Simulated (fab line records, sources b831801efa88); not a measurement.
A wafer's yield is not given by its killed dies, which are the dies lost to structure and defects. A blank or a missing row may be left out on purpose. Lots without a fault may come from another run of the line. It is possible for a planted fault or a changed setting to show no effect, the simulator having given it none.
fab line records | flow gf180mcu
[record] lots = 5 wafers = 15 lastDay = 33
route steps=602 shown NWELL@46 LVPWELL@54 PASSIVATION@602
lots untouched by any fault: they come from a run of this same line in which no faults occurred
startH: start of the lot's first displayed wafer, in hours after the record's first day | waitH: hours elapsed since this lot's preceding step | " same as the row above | L1.1+2: a row that stands for several wafers | - value missing, or start not given | * or withheld: withheld | < > ~ a bound
route shown NAME@n: NAME is a module with steps in the file, n the number in the route of the first one | usual: average and standard deviation across the fault-free wafers | same: alike in all rows | chamber/n: place in a boat | sites: per-site readings | _std_site: the standard deviation of these | _edge_site: inner sites' mean taken away from outer sites' mean | radiusMm: how far each site lies from the wafer's centre | mask NAME#n: copy n | behind: tool/chamber where the wafer was last shaped | hold: reason for holding the lot/hours on hold/outcome of the hold | device: the transistor (n, p or np) that didn't switch | end of line: tests run on the same wafers once the route is complete | for a step that has no rows: nothing shown but its recipe | killed: the dies lost at the first sort to structure and to defects; this is not the yield of the wafer | map: a wafer's dies, marking killed ones x, the rest . and places with no die _
set.NAME: the setting that was run; set.NAME@STEP: the one run at that earlier step | model.NAME: the simulator's own value behind a step, which no gauge read
lots seen at some steps along the route; tables by step, rows by wafer
services: the hour from which a tool's chamber was out of use, counted from the record's first day as startH (under 0 if before that day), plus the number of hours and why
[[steps]]
[step GF_NWELL_EXPOSE_04]
[recipe] maskId = Nwell targetCdNm = 860 na = 0.6 sourceShape = conventional sigmaOuter = 0.6 doseMj = 260
[step GF_NWELL_PEB_05]
[recipe] tempC = 115 timeS = withheld
[step GF_NWELL_DEVELOP_06]
[recipe] wallAngleDeg = 90 developTimeS = 60 devTempC = 22.61
[step GF_NWELL_OVL_MEAS_07]
[usual] NWELL_OVL = 0.8/1.2
// columns lot.wafer tool chamber startH waitH NWELL_OVL[nm]
L944.2 overlay-02 - 60.28 - 3.8
L944.4 " - " " 2.6
L944.6 " - " " 3.1
L945.2 overlay-02 - 66.39 - 1.0
L945.3 " - " " 0.7
L945.5 " - " " 1.2
L949.1 overlay-01 - 88.43 - -0.3
L949.2 " - " " -0.4
L949.4 " - " " -0.6
L952.2 overlay-02 - 103.83 - -1.6
L952.3 " - " " -0.1
L952.5 " - " " 0.4
L959.1 overlay-01 - 143.83 - 1.0
L959.2 " - " " -0.1
L959.4 " - " " -0.1
[step GF_NWELL_IMPLANT_08]
[recipe] species = P energyKev = 450 doseCm2 = 1.5e+13 tiltDeg = 0
[step GF_NWELL_IMPLANT_09]
[recipe] species = P energyKev = 160 doseCm2 = 4e+12 tiltDeg = 0
[step GF_NWELL_STRIP_10]
[recipe] chemistry = O2/N2 powerW = 1400 pressureMtorr = 1500 platenTempC = 250 o2FlowSccm = 3000 n2FlowSccm = 300 overashFraction = 0.5
[usual] drypumpMotorCurrentA = 6.0/0.48 heaterPowerW = 330/14 oesProductAu = 0.722/0.0043 stripTimeToEndpointS = 36.93/0.1
// columns lot.wafer tool chamber startH waitH drypumpMotorCurrentA heaterPowerW oesProductAu rfHoursCounterH stripTimeToEndpointS
L944.2 plasmaAsher-01 1 60.61 0.1 6.2 314 0.720 42 36.96
L944.4 " 1 " " 6.2 327 0.724 - 36.82
L944.6 " 1 " " 6.2 329 0.716 - 36.98
L945.2 plasmaAsher-01 0 66.72 0.1 6.6 334 0.722 43 36.86
L945.3 " 1 " " 6.2 324 0.726 - 36.85
L945.5 " 0 " " 6.6 330 0.719 - 37.02
L949.1 plasmaAsher-03 1 88.76 0.1 5.5 325 0.726 30 36.86
L949.2 " 0 " " 5.5 314 0.724 30 36.74
L949.4 " 0 " " 5.5 307 0.730 - 36.83
L952.2 plasmaAsher-03 0 104.16 0.1 5.5 306 0.719 32 36.90
L952.3 " 0 " " 5.5 313 0.721 - 36.90
L952.5 " 0 " " 5.5 310 0.718 - 37.01
L959.1 plasmaAsher-03 0 144.16 0.1 5.5 312 0.717 38 36.80
L959.2 " 1 " " 5.5 313 0.723 38 36.93
L959.4 " 1 " " 5.5 322 0.725 - 36.97
[step GF_NWELL_TW_MEAS_11]
[usual] NWELL_TW = 1570/15
// columns lot.wafer tool chamber startH waitH NWELL_TW
L944.2 filmMetro-03 - 60.72 0.1 1587
L944.4 " - " " 1584
L944.6 " - " " 1581
L945.2 filmMetro-04 - 66.83 0.1 1559
L945.3 " - " " 1555
L945.5 " - " " 1546
L949.1 filmMetro-04 - 88.86 0.1 1543
L949.2 " - " " 1546
L949.4 " - " " 1538
L952.2 filmMetro-03 - 104.27 0.1 1578
L952.3 " - " " 1583
L952.5 " - " " 1588
L959.1 filmMetro-03 - 144.26 0.1 1579
L959.2 " - " " 1588
L959.4 " - " " 1575
[step GF_LVPWELL_DEHYDRATE_00]
[recipe] tempC = 200 timeS = 60
[step GF_LVPWELL_HMDS_01]
[recipe] primeTimeS = 60 primeTempC = 120
[step GF_LVPWELL_COAT_02]
[recipe] spinRpm = 2000 resistThkNm = 3000
[step GF_LVPWELL_SOFTBAKE_03]
[recipe] tempC = 110 timeS = withheld
[step GF_LVPWELL_EXPOSE_04]
[recipe] maskId = LVPWELL targetCdNm = 600 na = 0.6 sourceShape = conventional sigmaOuter = 0.6 doseMj = 260
[same] sigmaOuter = 0.6
// columns lot.wafer tool chamber startH waitH mask
L944.2+4+6 ilineStepper-02 0 67.36 - LVPWELL#0
L945.2+3+5 ilineStepper-02 0 73.65 - LVPWELL#0
L949.1+2+4 ilineStepper-01 0 95.83 - LVPWELL#0
L952.2+3+5 ilineStepper-01 0 111.72 - LVPWELL#0
L959.1+2+4 ilineStepper-02 0 152.20 - LVPWELL_R1#0
[step GF_LVPWELL_PEB_05]
[recipe] tempC = 115 timeS = withheld
[step GF_PASSIVATION_PROBE_99]
// columns lot.wafer tool chamber startH waitH model.etest.pwellInDnwell.lineOhmUm model.etest.pwellInDnwell.widthNm model.etest.nwell.widthNm
L944.2 prober-02 - 687.78 0.1 4213 605.1 854.1
L944.4 prober-02 - 687.88 0.2 4133 602.8 856.1
L944.6 prober-02 - 687.98 0.2 4107 606 858
L945.2 prober-01 - 689.33 0.1 3916 593.7 865.4
L945.3 prober-01 - 689.38 0.2 3808 595 865.6
L945.5 prober-01 - 689.48 0.2 3839 598.1 865.2
L949.1 prober-01 - 719.03 0.1 4212 596.5 864.1
L949.2 prober-01 - 719.08 0.1 4176 592 862.9
L949.4 prober-01 - 719.18 0.2 4115 594.1 868
L952.2 prober-02 - 734.08 0.1 4120 598.5 862.4
L952.3 prober-02 - 734.13 0.2 4230 599.6 860.7
L952.5 prober-02 - 734.23 0.2 4260 598.1 864.9
L959.1 prober-02 - 783.63 0.1 4128 564.5 890.1
L959.2 prober-02 - 783.68 0.1 4235 568 890.4
L959.4 prober-02 - 783.78 0.2 4187 568.1 894.9
// killed by level:class
L944.2 STI:geometricParticle:open=4 V3:geometricParticle:open=4 V4:geometricParticle:open=4 V2:geometricParticle:open=3 M3:geometricParticle:short=3 V5:geometricParticle:open=3 V1:geometricParticle:short=2 M4:geometricParticle:short=2
L944.4 CONTACT:geometricParticle:open=4 V1:geometricParticle:open=4 M4:geometricParticle:short=4 M2:geometricParticle:short=3 V3:geometricParticle:open=3 V5:geometricParticle:open=3 STI:geometricParticle:open=2 M3:geometricParticle:short=2
L944.6 V5:geometricParticle:open=10 CONTACT:geometricParticle:open=7 V3:geometricParticle:open=5 V1:geometricParticle:open=4 M5:geometricParticle:short=3 V4:geometricParticle:short=3 V4:geometricParticle:open=3 STI:geometricParticle:open=2
L945.2 V1:geometricParticle:open=4 POLY_GATE:geometricParticle:short=3 CONTACT:geometricParticle:short=3 CONTACT:geometricParticle:open=3 V1:geometricParticle:short=3 V2:geometricParticle:short=3 M3:geometricParticle:short=3 STI:geometricParticle:open=2
L945.3 V1:geometricParticle:open=5 V2:geometricParticle:short=3 V4:geometricParticle:open=3 V5:geometricParticle:open=3 SALICIDE:geometricParticle:short=2 CONTACT:geometricParticle:short=2 M1:geometricParticle:short=2 V1:geometricParticle:short=2
L945.5 V2:geometricParticle:open=7 V1:geometricParticle:open=5 V3:geometricParticle:open=4 V4:geometricParticle:open=4 CONTACT:geometricParticle:open=3 V1:geometricParticle:short=3 V5:geometricParticle:open=3 SAB:geometricParticle:open=2
L949.1 CONTACT:geometricParticle:open=6 STI:geometricParticle:short=4 V2:geometricParticle:open=3 V3:geometricParticle:short=3 V4:geometricParticle:open=2 M1:geometricParticle:short=2 V1:geometricParticle:short=2 M2:geometricParticle:open=2
L949.2 V3:geometricParticle:open=8 V1:geometricParticle:open=7 CONTACT:geometricParticle:open=6 CONTACT:geometricParticle:short=4 M2:geometricParticle:short=3 V2:geometricParticle:short=3 V5:geometricParticle:open=3 STI:geometricParticle:open=2
L949.4 V2:geometricParticle:open=4 V1:geometricParticle:open=4 V3:geometricParticle:open=4 V4:geometricParticle:open=4 M1:geometricParticle:short=3 M3:geometricParticle:short=3 V4:geometricParticle:short=3 STI:geometricParticle:short=2
L952.2 V5:geometricParticle:open=10 V3:geometricParticle:open=9 V1:geometricParticle:open=5 M5:geometricParticle:short=3 CONTACT:geometricParticle:open=3 M3:geometricParticle:short=3 V3:geometricParticle:short=3 STI:geometricParticle:short=1
L952.3 CONTACT:geometricParticle:open=8 V2:geometricParticle:open=5 CONTACT:geometricParticle:short=4 STI:geometricParticle:open=3 V1:geometricParticle:open=3 M4:geometricParticle:short=3 V1:geometricParticle:short=2 M2:geometricParticle:open=2
L952.5 V1:geometricParticle:open=6 V5:geometricParticle:open=6 M1:geometricParticle:short=5 V3:geometricParticle:open=5 V4:geometricParticle:open=5 M5:geometricParticle:short=5 V5:geometricParticle:short=3 V2:geometricParticle:open=3
[[services]]
// columns tool chamber startH hours kind
ilineStepper-01 - 64.78 7.3 repair
ilineStepper-01 - 72.07 1.7 pm
ilineStepper-02 - 85.86 8.9 pm
plasmaAsher-01 - 108.75 9.0 pm
plasmaAsher-01 0 108.75 9.0 ventCycle
plasmaAsher-01 1 108.75 9.0 ventCycle
plasmaAsher-01 0 117.75 - clean
plasmaAsher-01 1 117.75 - clean
ilineStepper-02 - 125.51 1.7 pm
ilineStepper-01 - 129.70 4.4 repair
[[key]]
[firstSign] step = GF_LVPWELL_EXPOSE_04 reading = mask direction = changed
effect none on later readings
[modelEffect] step = GF_PASSIVATION_PROBE_99 value = etest.pwellInDnwell.lineOhmUm without = 3930 struck = 4183
metAt GF_LVPWELL_EXPOSE_04
struckWafers L959.1,L959.2,L959.4
sortLeftOut L959.1,L959.2,L959.4
testerLeftOut L959
onsetBetween 73.65 152.20
[fault] kind = wrongMask tool = any chamber = - onsetH = 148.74 steps = GF_LVPWELL_EXPOSE_04 auxCopy = LVPWELL_R1#0 cdOffsetNm = -72 scope = struckLotsOnly
// testerLeftOut: of these lots the tester's yield and bins aren't shown, on N5 and GAA mostly nor the transistor test; their killed dies are dies lost to structure and defects alone, not to doping, threshold or leakage, so they don't give the yield
// sortLeftOut: the simulated sort isn't trusted on such a fault, so these wafers' sort isn't shown, and their yield isn't known
